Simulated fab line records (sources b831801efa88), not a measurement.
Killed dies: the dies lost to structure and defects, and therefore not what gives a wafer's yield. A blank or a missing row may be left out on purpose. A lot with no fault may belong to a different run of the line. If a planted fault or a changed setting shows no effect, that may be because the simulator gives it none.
Comparing a struck lot with a sound one || flow sky130 || 16 steps out of a route of 708
Sound: these wafers, L876.2, L876.3, L876.6. Struck: wafers L885.1, L885.5, L885.6. The cause comes at the end.
At each step with rows: each side's tool, then ch and its chambers, then its first start. Under that, the readings that differ: sound wafers || struck wafers || difference of the means || sigmas: that difference in standard deviations of wafers without a fault.
alike: words and numbers the same on both sides, and readings whose means are apart by under 2 such deviations; not compared: readings that were withheld, readings missing a value for some wafer, numbers with overlapping values and no deviation given by the record, and bounds like >300 which may hide the same value.
The two part at a step that has a row with sigmas, a row that says differs or no value, or rows on one side only. When numbers do not overlap yet have no deviation, they are printed without sigmas and do not part them. A reading that every wafer of one side lacks parts them only if that side has two wafers or more.

SKY_LDD_HVP_TW_MEAS_10:
  sound on film_metro-01 at day 24 13:57; struck on film_metro-02 at day 27 10:11
  alike: LDD_HVP_TW
then, 7 steps without rows for these wafers: SKY_LDD_LDN_DEHYDRATE_00 (time 60 s); SKY_LDD_LDN_HMDS_01 (prime time 60 s); SKY_LDD_LDN_COAT_02 (resist thk 1140 nm); SKY_LDD_LDN_SOFTBAKE_03 (time 60 s); SKY_LDD_LDN_EXPOSE_04 (exposes mask LDNTM, target cd 700 nm); SKY_LDD_LDN_PEB_05; SKY_LDD_LDN_DEVELOP_06 (develop time 60 s).
SKY_LDD_LDN_OVL_MEAS_07:
  sound on overlay-01 at day 25 18:12; struck on overlay-02 at day 28 13:39
  alike: LDD_LDN_OVL
then, 3 steps without rows for these wafers: SKY_LDD_LDN_IMPLANT_08; SKY_LDD_LDN_IMPLANT_09; SKY_LDD_LDN_IMPLANT_10.
SKY_LDD_LDN_IMPLANT_11:
  sound on implanter-04 ch 0, day 25 18:42; struck on implanter-02, day 28 14:08
  no value came back on the struck wafers for beam_energy_keV, beam_on_s (s), dose_ions_cm2, implant_ion_amu; on the sound wafers beam_energy_keV reads 14.997 14.996 14.997
SKY_LDD_LDN_STRIP_12: strips in O2/N2.
  sound on plasma_asher-04 ch 0, day 25 18:50; struck on plasma_asher-02 ch 0,1, day 28 14:17
{"reading": "strip_time_to_endpoint_s (s)", "sound": "14.14 14.13 14.19", "struck": "14.28 14.27 14.30", "difference": "+0.13", "sigmas": "+3"}
  alike: drypump_motor_current_A, oes_product_au
  not compared: rf_hours_counter_h
SKY_LDD_LDN_TW_MEAS_13:
  sound on film_metro-01 at day 25 18:56; struck on film_metro-04 at day 28 14:23
{"reading": "LDD_LDN_TW", "sound": "1484 1485 1480", "struck": "1370 1372 1362", "difference": -115, "sigmas": -14}
then, 1 step without rows for these wafers: SKY_LDD_LDN_CLEAN_14 (cleans in SC1/SC2, time 150 s).

## WHERE THEY PART
First at SKY_LDD_LDN_IMPLANT_11; last, within this record, at SKY_LDD_LDN_TW_MEAS_13.

WHY: what the simulator had put in
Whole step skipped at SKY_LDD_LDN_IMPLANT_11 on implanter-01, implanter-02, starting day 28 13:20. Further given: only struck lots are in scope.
